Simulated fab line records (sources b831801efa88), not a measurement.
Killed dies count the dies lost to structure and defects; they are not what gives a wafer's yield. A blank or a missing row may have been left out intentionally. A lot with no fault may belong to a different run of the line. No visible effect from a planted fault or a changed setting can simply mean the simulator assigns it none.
What tool caused it? / flow sky130 / 12 lots, 36 wafers sampled, at 1 step of a route of 708

WHAT THE GAUGES READ, wafer by wafer
SKY_SD_N_OVL_MEAS_08. Usual: for SD_N_OVL the level is 0.4 nm and the standard deviation is 1.5.
lot=L153; measured=day 27 20:00; on=overlay-01; SD_N_OVL (nm)=-0.6 0.1 1.1; flag=
lot=L156; measured=day 29 13:00; on=overlay-02; SD_N_OVL (nm)=-0.2 -2.1 -0.7; flag=
lot=L159; measured=day 29 16:52; on=overlay-01; SD_N_OVL (nm)=-1.5 -0.1 0.1; flag=
lot=L161; measured=day 30 14:54; on=overlay-01; SD_N_OVL (nm)=0.6 1.9 1.0; flag=
lot=L162; measured=day 30 18:52; on=overlay-01; SD_N_OVL (nm)=1.0 5.4 2.4; flag=
lot=L163; measured=day 31 06:28; on=overlay-01; SD_N_OVL (nm)=1.1 1.0 0.6; flag=
lot=L164; measured=day 31 15:55; on=overlay-01; SD_N_OVL (nm)=2.8 -1.7 0.1; flag=
lot=L169; measured=day 33 07:40; on=overlay-01; SD_N_OVL (nm)=1.3 0.5 -0.1; flag=
lot=L172; measured=day 34 06:58; on=overlay-02; SD_N_OVL (nm)=-1.1 -0.1 1.5; flag=
lot=L173; measured=day 34 07:57; on=overlay-01; SD_N_OVL (nm)=-1.5 2.8 1.7; flag=
lot=L175; measured=day 34 18:01; on=overlay-02; SD_N_OVL (nm)=2.1 0.2 3.3; flag=
lot=L176; measured=day 35 01:06; on=overlay-02; SD_N_OVL (nm)=0.9 -2.2 0.1; flag=

EACH LOT AND THE TOOL THAT RAN IT (in order: tool; ch and the chambers of the sampled wafers; start)
Before these readings, the record contains no process step.

AS READ BY THE TOOLS THEMSELVES (means over the sampled wafers that have a number; for cases with no such wafer, the mark the record gives instead)
The record holds no such reading with a usual standard deviation.

THE ANSWER, worked out from the rows above alone
Rule: lot off if the mean of its wafers having a number is beyond 3 standard deviations from the usual mean. A lot without any number at a reading at which 4 lots or more have one is off too. All remaining lots with rows at the step are treated as sound. Order of review: gauges by route order, followed by the tools' own readings, for which a lot's mean as printed above is used. At the first step where some lot is off, the reading lying furthest off is the one used; lots without a number count as furthest.
Nothing can be told from this: no lot is off at any reading shown.

WHAT HAD BEEN PUT IN BY THE SIMULATOR
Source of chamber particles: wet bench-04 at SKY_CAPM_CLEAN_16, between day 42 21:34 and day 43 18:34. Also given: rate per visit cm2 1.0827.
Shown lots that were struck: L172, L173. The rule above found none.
